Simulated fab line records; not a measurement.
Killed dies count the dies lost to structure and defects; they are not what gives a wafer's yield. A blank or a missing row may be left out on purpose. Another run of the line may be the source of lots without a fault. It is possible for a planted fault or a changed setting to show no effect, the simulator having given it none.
Commonality check across tools	flow sky130	Lots sampled 10, wafers sampled 30

REASON FOR OPENING
At SKY_METAL2_RS_MEAS_05 the reading METAL2_ALCU_RS is flagged on 2 of 10 lots. No-fault wafers: 0.1262 ohm/sq, standard deviation 0.0013.
Rule: a lot is flagged when every wafer of it that has a number lies more than 4 standard deviations from that mean, or none has a number. The other lots count as sound.

lot	measured	on	METAL2_ALCU_RS (ohm/sq), wafer by wafer	flag
L556	day 34 12:25	filmMetro-04	0.1263 0.1268 0.1262	
L560	day 35 15:01	filmMetro-03	0.1281 0.1254 0.1258	
L561	day 36 10:47	filmMetro-04	0.1277 0.1263 0.1265	
L566	day 37 10:22	filmMetro-04	8.7636 8.7395 8.8081	FLAGGED
L567	day 37 22:02	filmMetro-03	8.7062 8.6989 8.6661	FLAGGED
L569	day 38 13:16	filmMetro-04	0.1270 0.1262 0.1244	
L571	day 39 09:59	filmMetro-02	0.1253 0.1274 0.1251	
L573	day 39 18:01	filmMetro-04	0.1252 0.1284 0.1260	
L575	day 40 06:57	filmMetro-02	0.1247 0.1240 0.1245	
L577	day 41 05:02	filmMetro-04	0.1266 0.1300 0.1273	
On average the flagged lots read 8.7304 ohm/sq, which is +8.6042 ohm/sq against the usual, or +99 or more standard deviations.

WHICH TOOL EACH LOT WENT THROUGH
Before the reading, the record contains 4 process steps out of a 708-step route. Cell contents, in order: the tool; ch with the chambers the sampled wafers went through; the start.
lot	flag	SKY_VIA1_STRIP_16	SKY_VIA1_CVD_21	SKY_VIA1_CMP_24	SKY_METAL2_SPUTTER_02
L556		plasmaAsher-01 ch 0, day 34 11:03	cvdW-02 ch 0,1, day 34 11:42	cmp-02 ch 0,1,2, day 34 12:04	pvdSputter-02, day 34 12:19
L560		plasmaAsher-02 ch 0,1, day 35 13:40	cvdW-02 ch 0,1, day 35 14:19	cmp-02 ch 0,1,3, day 35 14:35	pvdSputter-02, day 35 14:56
L561		plasmaAsher-02 ch 0,1, day 36 09:25	cvdW-01 ch 0,1, day 36 10:04	cmp-01 ch 0,1,2, day 36 10:20	pvdSputter-02, day 36 10:41
L566	FLAGGED	plasmaAsher-02 ch 0,1, day 37 09:01	cvdW-01 ch 0,1, day 37 09:40	cmp-02 ch 2,3, day 37 09:56	pvdSputter-01, day 37 10:17
L567	FLAGGED	plasmaAsher-02 ch 0,1, day 37 20:40	cvdW-01 ch 0,1, day 37 21:19	cmp-01 ch 1,2, day 37 21:39	pvdSputter-02, day 37 21:56
L569		plasmaAsher-01 ch 0, day 38 11:52	cvdW-02 ch 0, day 38 12:32	cmp-01 ch 0,3, day 38 12:51	pvdSputter-01, day 38 13:09
L571		plasmaAsher-02 ch 0,1, day 39 08:31	cvdW-01 ch 1, day 39 09:15	cmp-01 ch 0,2,3, day 39 09:37	pvdSputter-02, day 39 09:52
L573		plasmaAsher-02 ch 0,1, day 39 16:39	cvdW-01 ch 1, day 39 17:19	cmp-01 ch 0,2, day 39 17:38	pvdSputter-01, day 39 17:56
L575		plasmaAsher-02 ch 0,1, day 40 05:33	cvdW-02 ch 0,1, day 40 06:14	cmp-01 ch 0,3, day 40 06:31	pvdSputter-02, day 40 06:51
L577		plasmaAsher-04 ch 0,1, day 41 03:39	cvdW-02 ch 0,1, day 41 04:18	cmp-01 ch 1,2, day 41 04:36	pvdSputter-01, day 41 04:53
What these steps do:
- SKY_VIA1_STRIP_16: strips in O2/N2.
- SKY_VIA1_CVD_21: deposits W, target thk 270 nm, time 80.902 s.
- SKY_VIA1_CMP_24: polishes, stops on SiO2, t overpolish 15 s, target thk 0 nm.
- SKY_METAL2_SPUTTER_02: material AlCu, target thk 250 nm, time 13.3 s.
- SKY_METAL2_RS_MEAS_05: measures by four-point-probe.

FLAGGED OVER TOTAL, TOOL BY TOOL (the gauges that took the reading come last)
step	tool	lots run	flagged	share of the flagged lots	sound lots run after its first flagged lot
SKY_VIA1_STRIP_16	plasmaAsher-01	2	0	none	-
SKY_VIA1_STRIP_16	plasmaAsher-02	7	2	all	3 (L571,L573,L575)
SKY_VIA1_STRIP_16	plasmaAsher-04	1	0	none	-
SKY_VIA1_CVD_21	cvdW-01	5	2	all	2 (L571,L573)
SKY_VIA1_CVD_21	cvdW-02	5	0	none	-
SKY_VIA1_CMP_24	cmp-01	7	1	some	5 (L569,L571,L573,L575,L577)
SKY_VIA1_CMP_24	cmp-02	3	1	some	0
SKY_METAL2_SPUTTER_02	pvdSputter-01	4	1	some	3 (L569,L573,L577)
SKY_METAL2_SPUTTER_02	pvdSputter-02	6	1	some	2 (L571,L575)
SKY_METAL2_RS_MEAS_05	filmMetro-02	2	0	none	-
SKY_METAL2_RS_MEAS_05	filmMetro-03	2	1	some	0
SKY_METAL2_RS_MEAS_05	filmMetro-04	6	1	some	3 (L569,L573,L577)

WHAT THE TABLE ALLOWS
plasmaAsher-02 at SKY_VIA1_STRIP_16 and cvdW-01 at SKY_VIA1_CVD_21 are the 2 rows of the table that ran each flagged lot.
- plasmaAsher-02 at SKY_VIA1_STRIP_16 ran 7 lots, 2 of them flagged. Lots that were sound ran on it after the first flagged one (L571, L573, L575); a persistent fault on the entire tool would not allow that.
- cvdW-01 at SKY_VIA1_CVD_21 ran 5 lots, 2 of them flagged. Lots that were sound ran on it after the first flagged one (L571, L573); a persistent fault on the entire tool would not allow that.
No row of the table ran every flagged lot and no sound lot after the first.

WHAT WAS PUT IN BY THE SIMULATOR
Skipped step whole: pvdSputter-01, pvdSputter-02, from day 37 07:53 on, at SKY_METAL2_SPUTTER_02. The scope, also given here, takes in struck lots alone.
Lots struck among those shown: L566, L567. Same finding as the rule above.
